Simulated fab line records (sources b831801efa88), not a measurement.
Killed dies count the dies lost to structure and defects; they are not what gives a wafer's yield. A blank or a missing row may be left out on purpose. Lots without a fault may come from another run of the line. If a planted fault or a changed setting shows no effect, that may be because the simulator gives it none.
The tool behind it: which one? + flow sky130 + Sampling: 24 lots, 72 wafers, 6 of 708 route steps

WHAT THE GAUGES READ, wafer by wafer
SKY_CAP2M_THK_MEAS_04: measures by xrf. Usual: for CAP2M_TIN_THK the level is 199.0 nm and the standard deviation is 2.2.
| lot  | measured     | on           | CAP2M_TIN_THK (nm) | flag |
|------|--------------|--------------|--------------------|------|
| L074 | day 39 11:16 | filmMetro-02 | 199.6 199.2 200.5  |      |
| L075 | day 39 20:58 | filmMetro-03 | 198.7 200.0 200.0  |      |
| L076 | day 40 04:12 | filmMetro-02 | 199.2 198.0 199.3  |      |
| L077 | day 40 20:52 | filmMetro-03 | 198.5 197.2 198.0  |      |
| L078 | day 40 22:38 | filmMetro-02 | 202.6 199.4 202.1  |      |
| L079 | day 41 03:05 | filmMetro-04 | 197.4 199.1 197.0  |      |
| L080 | day 41 10:26 | filmMetro-04 | 197.6 198.5 195.0  |      |
| L082 | day 42 19:11 | filmMetro-04 | 199.0 194.9 198.9  |      |
| L083 | day 42 20:43 | filmMetro-02 | 197.3 197.7 196.2  |      |
| L081 | day 42 21:37 | filmMetro-04 | 195.7 196.8 197.8  |      |
| L084 | day 42 21:59 | filmMetro-04 | 198.9 198.7 199.4  |      |
| L085 | day 43 04:56 | filmMetro-03 | 199.6 200.4 200.4  |      |
| L086 | day 43 21:26 | filmMetro-04 | 197.1 196.6 194.3  |      |
| L087 | day 44 02:00 | filmMetro-02 | 202.5 203.2 203.8  |      |
| L088 | day 44 03:43 | filmMetro-02 | 203.0 202.2 202.4  |      |
| L089 | day 44 10:23 | filmMetro-04 | 193.6 195.9 196.7  |      |
| L090 | day 44 16:19 | filmMetro-02 | 199.4 200.9 200.0  |      |
| L092 | day 44 18:16 | filmMetro-04 | 200.6 201.5 199.5  |      |
| L091 | day 44 20:07 | filmMetro-04 | 201.7 199.5 199.8  |      |
| L093 | day 45 06:04 | filmMetro-02 | 200.8 201.9 200.4  |      |
| L094 | day 45 07:37 | filmMetro-02 | 199.3 200.0 198.6  |      |
| L095 | day 45 12:25 | filmMetro-04 | 197.8 197.5 197.7  |      |
| L096 | day 45 22:28 | filmMetro-03 | 199.9 199.9 197.0  |      |
| L097 | day 46 00:20 | filmMetro-03 | 197.1 195.5 197.1  |      |

SKY_CAP2M_OVL_MEAS_12. Usual: for CAP2M_OVL the level is 0.7 nm and the standard deviation is 1.4.
| lot  | measured     | on         | CAP2M_OVL (nm) | flag |
|------|--------------|------------|----------------|------|
| L074 | day 40 11:44 | overlay-02 | -0.2 1.3 0.0   |      |
| L075 | day 40 21:12 | overlay-01 | 1.7 1.8 0.8    |      |
| L076 | day 41 04:48 | overlay-02 | 1.8 1.7 1.4    |      |
| L077 | day 41 20:23 | overlay-01 | 1.1 1.3 0.0    |      |
| L078 | day 41 22:31 | overlay-01 | -1.4 -1.0 -0.6 |      |
| L079 | day 42 02:42 | overlay-01 | 0.0 -0.3 0.9   |      |
| L080 | day 42 09:31 | overlay-01 | 0.1 1.1 1.3    |      |
| L082 | day 43 17:29 | overlay-01 | 1.1 1.4 0.0    |      |
| L083 | day 43 18:15 | overlay-01 | 2.9 1.2 1.6    |      |
| L081 | day 43 20:14 | overlay-01 | 1.6 -0.9 1.3   |      |
| L084 | day 43 20:27 | overlay-02 | 2.7 2.6 2.8    |      |
| L085 | day 44 02:18 | overlay-01 | -0.1 -0.9 -0.8 |      |
| L086 | day 44 19:50 | overlay-02 | 1.3 1.4 0.9    |      |
| L087 | day 44 23:00 | overlay-01 | -0.2 0.3 0.5   |      |
| L088 | day 45 01:36 | overlay-02 | 0.2 1.7 1.2    |      |
| L089 | day 45 07:36 | overlay-02 | -1.3 -0.7 -1.3 |      |
| L090 | day 45 12:21 | overlay-02 | 4.0 2.7 3.3    |      |
| L092 | day 45 15:56 | overlay-01 | -0.4 0.6 0.1   |      |
| L091 | day 45 16:53 | overlay-02 | 0.6 -0.3 0.8   |      |
| L093 | day 46 02:41 | overlay-01 | -0.7 -2.0 -2.0 |      |
| L094 | day 46 04:12 | overlay-01 | -0.5 0.5 0.0   |      |
| L095 | day 46 08:21 | overlay-02 | -0.3 0.0 -2.0  |      |
| L096 | day 46 18:20 | overlay-02 | 1.2 2.5 2.8    |      |
| L097 | day 46 20:18 | overlay-02 | 2.4 2.0 0.6    |      |

TOOL THAT RAN EACH LOT (tool first, then ch and the chambers of the sampled wafers, then the start)
| lot  | SKY_METAL3_ETCH_16               | SKY_VIA3_ETCH_14                  | SKY_VIA3_SPUTTER_20         | SKY_VIA3_CVD_21              |
|------|----------------------------------|-----------------------------------|-----------------------------|------------------------------|
| L074 | rieMetal-04 ch 0,1, day 38 05:37 | rieDiel-03 ch 1,2,3, day 39 09:24 | pvdSputter-03, day 39 10:08 | cvdW-01 ch 0,1, day 39 10:11 |
| L075 | rieMetal-04 ch 0,1, day 38 16:00 | rieDiel-04 ch 0,2, day 39 19:07   | pvdSputter-04, day 39 19:49 | cvdW-02 ch 0,1, day 39 19:53 |
| L076 | rieMetal-03 ch 0,1, day 38 23:21 | rieDiel-03 ch 0,1,2, day 40 02:22 | pvdSputter-04, day 40 03:04 | cvdW-02 ch 0,1, day 40 03:07 |
| L077 | rieMetal-01 ch 0,1, day 39 16:43 | rieDiel-04 ch 0,1,3, day 40 19:00 | pvdSputter-03, day 40 19:44 | cvdW-02 ch 0,1, day 40 19:47 |
| L078 | rieMetal-01 ch 0,1, day 39 18:28 | rieDiel-02 ch 0,1,3, day 40 20:45 | pvdSputter-02, day 40 21:29 | cvdW-01 ch 0,1, day 40 21:35 |
| L079 | rieMetal-04 ch 0,1, day 39 23:15 | rieDiel-04 ch 0,2,3, day 41 01:15 | pvdSputter-02, day 41 01:57 | cvdW-02 ch 0,1, day 41 02:01 |
| L080 | rieMetal-03 ch 0,1, day 40 06:33 | rieDiel-02 ch 2,3, day 41 08:36   | pvdSputter-03, day 41 09:18 | cvdW-02 ch 0,1, day 41 09:24 |
| L082 | rieMetal-03 ch 0,1, day 41 16:27 | rieDiel-02 ch 1,2,3, day 42 17:12 | pvdSputter-03, day 42 17:54 | cvdW-01 ch 0,1, day 42 17:58 |
| L083 | rieMetal-04 ch 0,1, day 41 17:50 | rieDiel-04 ch 1,2,3, day 42 18:40 | pvdSputter-02, day 42 19:22 | cvdW-02 ch 0,1, day 42 19:25 |
| L081 | rieMetal-01 ch 0,1, day 41 18:57 | rieDiel-02 ch 1,2,3, day 42 19:39 | pvdSputter-03, day 42 20:21 | cvdW-02 ch 0,1, day 42 20:25 |
| L084 | rieMetal-01 ch 0,1, day 41 19:54 | rieDiel-03 ch 1,2,3, day 42 20:09 | pvdSputter-03, day 42 20:50 | cvdW-01 ch 0,1, day 42 20:54 |
| L085 | rieMetal-01 ch 0,1, day 42 02:08 | rieDiel-03 ch 1,2,3, day 43 03:06 | pvdSputter-04, day 43 03:47 | cvdW-02 ch 0,1, day 43 03:51 |
| L086 | rieMetal-03 ch 0,1, day 42 19:09 | rieDiel-04 ch 0,2,3, day 43 19:36 | pvdSputter-04, day 43 20:17 | cvdW-02 ch 0,1, day 43 20:21 |
| L087 | rieMetal-01 ch 0,1, day 43 00:20 | rieDiel-02 ch 2,3, day 44 00:07   | pvdSputter-03, day 44 00:51 | cvdW-02 ch 0,1, day 44 00:57 |
| L088 | rieMetal-03 ch 0,1, day 43 01:34 | rieDiel-02 ch 3, day 44 01:50     | pvdSputter-02, day 44 02:35 | cvdW-01 ch 0, day 44 02:38   |
| L089 | rieMetal-01 ch 0,1, day 43 08:17 | rieDiel-02 ch 1,2, day 44 08:30   | pvdSputter-03, day 44 09:15 | cvdW-01 ch 1, day 44 09:19   |
| L090 | rieMetal-01 ch 0,1, day 43 14:39 | rieDiel-02 ch 0,2,3, day 44 14:09 | pvdSputter-04, day 44 15:11 | cvdW-02 ch 0,1, day 44 15:14 |
| L092 | rieMetal-01 ch 0,1, day 43 16:08 | rieDiel-03 ch 0,3, day 44 16:25   | pvdSputter-02, day 44 17:07 | cvdW-01 ch 0, day 44 17:10   |
| L091 | rieMetal-01 ch 0,1, day 43 17:53 | rieDiel-03 ch 0,1,2, day 44 18:18 | pvdSputter-04, day 44 19:00 | cvdW-01 ch 0,1, day 44 19:04 |
| L093 | rieMetal-03 ch 0,1, day 44 04:43 | rieDiel-03 ch 0,2,3, day 45 04:12 | pvdSputter-04, day 45 04:56 | cvdW-02 ch 0,1, day 45 05:00 |
| L094 | rieMetal-04 ch 0,1, day 44 06:43 | rieDiel-03 ch 0,1,3, day 45 05:42 | pvdSputter-04, day 45 06:28 | cvdW-02 ch 0,1, day 45 06:34 |
| L095 | rieMetal-04 ch 0,1, day 44 11:27 | rieDiel-02 ch 0,1, day 45 10:33   | pvdSputter-03, day 45 11:17 | cvdW-02 ch 0,1, day 45 11:21 |
| L096 | rieMetal-01 ch 0,1, day 44 20:54 | rieDiel-02 ch 0,1,2, day 45 20:36 | pvdSputter-03, day 45 21:20 | cvdW-01 ch 0,1, day 45 21:23 |
| L097 | rieMetal-01 ch 0, day 44 22:55   | rieDiel-02 ch 0,1, day 45 22:19   | pvdSputter-04, day 45 23:04 | cvdW-02 ch 1, day 45 23:07   |
- SKY_METAL3_ETCH_16: etches BARC in N2/H2, stops on SiO2, time 88.2 s, target depth 60 nm.
- SKY_VIA3_ETCH_14: etches BARC in N2/H2, stops on SiO2, time 45.9 s, target depth 60 nm.
- SKY_VIA3_SPUTTER_20: material TiN, target thk 20 nm, time 80 s.
- SKY_VIA3_CVD_21: deposits W, target thk 390 nm, time 117.31 s.

WHAT THE TOOLS THEMSELVES READ (means of the sampled wafers that have a number; where no wafer has one, the mark that the record gives instead)
SKY_METAL3_ETCH_16. Usual: biasW 100.02 W, standard deviation 0.28; drypumpMotorCurrentA 6.1 A, standard deviation 0.52; oesProductAu 0.625 a.u., standard deviation 0.0041; rfFwdPowerW 497.4 W, standard deviation 1.9; throttleValvePct 13.205 %, standard deviation 0.0095.
| lot  | tool        | biasW (W) | drypumpMotorCurrentA (A) | oesProductAu (a.u.) | rfFwdPowerW (W) | throttleValvePct (%) | flag |
|------|-------------|-----------|--------------------------|---------------------|-----------------|----------------------|------|
| L074 | rieMetal-04 | 100.20    | 6.0                      | 0.628               | 497.2           | 13.196               |      |
| L075 | rieMetal-04 | 99.81     | 5.5                      | 0.622               | 498.4           | 13.201               |      |
| L076 | rieMetal-03 | 100.06    | 5.6                      | 0.627               | 496.9           | 13.207               |      |
| L077 | rieMetal-01 | 100.04    | 6.4                      | 0.628               | 498.5           | 13.202               |      |
| L078 | rieMetal-01 | 99.84     | 6.5                      | 0.622               | 498.8           | 13.196               |      |
| L079 | rieMetal-04 | 99.86     | 5.5                      | 0.625               | 498.2           | 13.208               |      |
| L080 | rieMetal-03 | 99.80     | 5.6                      | 0.623               | 496.8           | 13.216               |      |
| L082 | rieMetal-03 | 99.83     | 5.6                      | 0.625               | 495.9           | 13.205               |      |
| L083 | rieMetal-04 | 99.95     | 6.0                      | 0.624               | 497.5           | 13.211               |      |
| L081 | rieMetal-01 | 100.01    | 6.6                      | 0.629               | 497.5           | 13.207               |      |
| L084 | rieMetal-01 | 99.70     | 6.4                      | 0.620               | 496.6           | 13.206               |      |
| L085 | rieMetal-01 | 99.60     | 6.5                      | 0.628               | 498.4           | 13.209               |      |
| L086 | rieMetal-03 | 100.55    | 5.6                      | 0.627               | 496.5           | 13.198               |      |
| L087 | rieMetal-01 | 100.04    | 6.4                      | 0.629               | 496.9           | 13.206               |      |
| L088 | rieMetal-03 | 99.75     | 5.6                      | 0.628               | 495.9           | 13.208               |      |
| L089 | rieMetal-01 | 100.46    | 6.5                      | 0.626               | 498.0           | 13.203               |      |
| L090 | rieMetal-01 | 100.00    | 6.5                      | 0.626               | 500.1           | 13.200               |      |
| L092 | rieMetal-01 | 99.90     | 6.4                      | 0.622               | 499.6           | 13.208               |      |
| L091 | rieMetal-01 | 99.82     | 6.5                      | 0.625               | 497.6           | 13.201               |      |
| L093 | rieMetal-03 | 100.14    | 5.6                      | 0.624               | 496.7           | 13.205               |      |
| L094 | rieMetal-04 | 100.01    | 5.6                      | 0.632               | 496.1           | 13.203               |      |
| L095 | rieMetal-04 | 100.10    | 5.5                      | 0.626               | 498.5           | 13.204               |      |
| L096 | rieMetal-01 | 99.95     | 6.5                      | 0.624               | 498.7           | 13.203               |      |
| L097 | rieMetal-01 | 99.79     | 6.3                      | 0.625               | 495.5           | 13.203               |      |

SKY_VIA3_ETCH_14. Usual: biasW 100.1 W, standard deviation 0.32; drypumpMotorCurrentA 5.5 A, standard deviation 0.49; oesProductAu 0.855 a.u., standard deviation 0.005; rfFwdPowerW 494.4 W, standard deviation 1.9; throttleValvePct 13.225 %, standard deviation 0.0097.
| lot  | tool       | biasW (W) | drypumpMotorCurrentA (A) | oesProductAu (a.u.) | rfFwdPowerW (W) | throttleValvePct (%) | flag |
|------|------------|-----------|--------------------------|---------------------|-----------------|----------------------|------|
| L074 | rieDiel-03 | 100.3     | 5.7                      | 0.857               | 495.0           | 13.229               |      |
| L075 | rieDiel-04 | 100.3     | 5.2                      | 0.855               | 495.4           | 13.226               |      |
| L076 | rieDiel-03 | 99.9      | 5.7                      | 0.858               | 496.1           | 13.211               |      |
| L077 | rieDiel-04 | 100.3     | 5.6                      | 0.853               | 493.1           | 13.233               |      |
| L078 | rieDiel-02 | 100.0     | 5.4                      | 0.853               | 495.3           | 13.229               |      |
| L079 | rieDiel-04 | 100.3     | 5.7                      | 0.856               | 494.7           | 13.221               |      |
| L080 | rieDiel-02 | 100.1     | 5.1                      | 0.855               | 492.5           | 13.227               |      |
| L082 | rieDiel-02 | 100.0     | 5.5                      | 0.855               | 493.7           | 13.231               |      |
| L083 | rieDiel-04 | 99.7      | 6.1                      | 0.853               | 495.2           | 13.212               |      |
| L081 | rieDiel-02 | 100.2     | 5.5                      | 0.858               | 492.9           | 13.221               |      |
| L084 | rieDiel-03 | 99.9      | 5.6                      | 0.855               | 494.7           | 13.221               |      |
| L085 | rieDiel-03 | 100.2     | 5.7                      | 0.855               | 494.2           | 13.230               |      |
| L086 | rieDiel-04 | 100.0     | 5.7                      | 0.853               | 494.8           | 13.226               |      |
| L087 | rieDiel-02 | 100.1     | 5.1                      | 0.856               | 493.4           | 13.238               |      |
| L088 | rieDiel-02 | 100.4     | 4.8                      | 0.853               | 492.4           | 13.229               |      |
| L089 | rieDiel-02 | 99.9      | 5.8                      | 0.859               | 495.2           | 13.229               |      |
| L090 | rieDiel-02 | 100.0     | 5.2                      | 0.856               | 493.6           | 13.225               |      |
| L092 | rieDiel-03 | 100.2     | 5.3                      | 0.855               | 495.1           | 13.220               |      |
| L091 | rieDiel-03 | 100.0     | 5.7                      | 0.857               | 495.0           | 13.223               |      |
| L093 | rieDiel-03 | 99.7      | 5.5                      | 0.848               | 495.4           | 13.228               |      |
| L094 | rieDiel-03 | 100.1     | 5.5                      | 0.855               | 494.4           | 13.218               |      |
| L095 | rieDiel-02 | 100.2     | 5.6                      | 0.861               | 493.7           | 13.221               |      |
| L096 | rieDiel-02 | 100.0     | 5.7                      | 0.859               | 494.1           | 13.230               |      |
| L097 | rieDiel-02 | 99.8      | 5.6                      | 0.857               | 496.4           | 13.229               |      |

SKY_VIA3_SPUTTER_20. Usual: throttleValvePct 30.4 %, standard deviation 0.81.
| lot  | tool          | throttleValvePct (%) | flag |
|------|---------------|----------------------|------|
| L074 | pvdSputter-03 | 30.9                 |      |
| L075 | pvdSputter-04 | 30.0                 |      |
| L076 | pvdSputter-04 | 30.1                 |      |
| L077 | pvdSputter-03 | 31.4                 |      |
| L078 | pvdSputter-02 | 30.0                 |      |
| L079 | pvdSputter-02 | 29.7                 |      |
| L080 | pvdSputter-03 | 30.7                 |      |
| L082 | pvdSputter-03 | 31.4                 |      |
| L083 | pvdSputter-02 | 29.7                 |      |
| L081 | pvdSputter-03 | 30.8                 |      |
| L084 | pvdSputter-03 | 31.4                 |      |
| L085 | pvdSputter-04 | 30.3                 |      |
| L086 | pvdSputter-04 | 30.2                 |      |
| L087 | pvdSputter-03 | 30.4                 |      |
| L088 | pvdSputter-02 | 29.7                 |      |
| L089 | pvdSputter-03 | 31.4                 |      |
| L090 | pvdSputter-04 | 30.1                 |      |
| L092 | pvdSputter-02 | 30.0                 |      |
| L091 | pvdSputter-04 | 30.0                 |      |
| L093 | pvdSputter-04 | 29.9                 |      |
| L094 | pvdSputter-04 | 29.6                 |      |
| L095 | pvdSputter-03 | 31.0                 |      |
| L096 | pvdSputter-03 | 31.0                 |      |
| L097 | pvdSputter-04 | 30.5                 |      |

SKY_VIA3_CVD_21. Usual: chamberPressureTorr 40.01 Torr, standard deviation 0.095; heaterPowerW 775 W, standard deviation 29; susceptorTempC 400.00 C, standard deviation 0.24.
| lot  | tool    | chamberPressureTorr (Torr) | heaterPowerW (W) | susceptorTempC (C) | flag |
|------|---------|----------------------------|------------------|--------------------|------|
| L074 | cvdW-01 | 39.89                      | 770              | 400.10             |      |
| L075 | cvdW-02 | 40.07                      | 783              | 400.23             |      |
| L076 | cvdW-02 | 39.98                      | 794              | 400.13             |      |
| L077 | cvdW-02 | 39.98                      | 787              | 400.23             |      |
| L078 | cvdW-01 | 40.07                      | 754              | 400.11             |      |
| L079 | cvdW-02 | 40.09                      | 786              | 399.82             |      |
| L080 | cvdW-02 | 40.00                      | 789              | 400.20             |      |
| L082 | cvdW-01 | 39.94                      | 762              | 399.92             |      |
| L083 | cvdW-02 | 39.90                      | 789              | 400.09             |      |
| L081 | cvdW-02 | 40.13                      | 788              | 400.03             |      |
| L084 | cvdW-01 | 39.95                      | 743              | 400.12             |      |
| L085 | cvdW-02 | 40.03                      | 794              | 399.79             |      |
| L086 | cvdW-02 | 40.00                      | 785              | 399.80             |      |
| L087 | cvdW-02 | 39.92                      | 781              | 399.91             |      |
| L088 | cvdW-01 | 39.93                      | 722              | 400.18             |      |
| L089 | cvdW-01 | 39.92                      | 770              | 399.74             |      |
| L090 | cvdW-02 | 39.97                      | 783              | 400.20             |      |
| L092 | cvdW-01 | 39.92                      | 708              | 400.02             |      |
| L091 | cvdW-01 | 40.07                      | 760              | 399.75             |      |
| L093 | cvdW-02 | 40.09                      | 801              | 399.96             |      |
| L094 | cvdW-02 | 40.01                      | 798              | 400.06             |      |
| L095 | cvdW-02 | 39.96                      | 794              | 399.94             |      |
| L096 | cvdW-01 | 40.05                      | 755              | 399.99             |      |
| L097 | cvdW-02 | 40.10                      | 796              | 399.70             |      |

THE ANSWER, worked out from the rows above alone
Rule: a lot counts as off when the mean over its wafers that have a number is more than 3 standard deviations away from the usual mean. A lot without any number at a reading at which 4 lots or more have one is off too. All remaining lots with rows at the step are treated as sound. The gauges are gone through in route order, then the tools' own readings, and for those a lot's mean is taken as printed above. The first step at which some lot is off is used, and at that step the reading that is off furthest; a lot without a number counts as furthest.
Nothing can be told from this: no lot is off at any reading shown.

WHAT THE SIMULATOR HAD PUT IN
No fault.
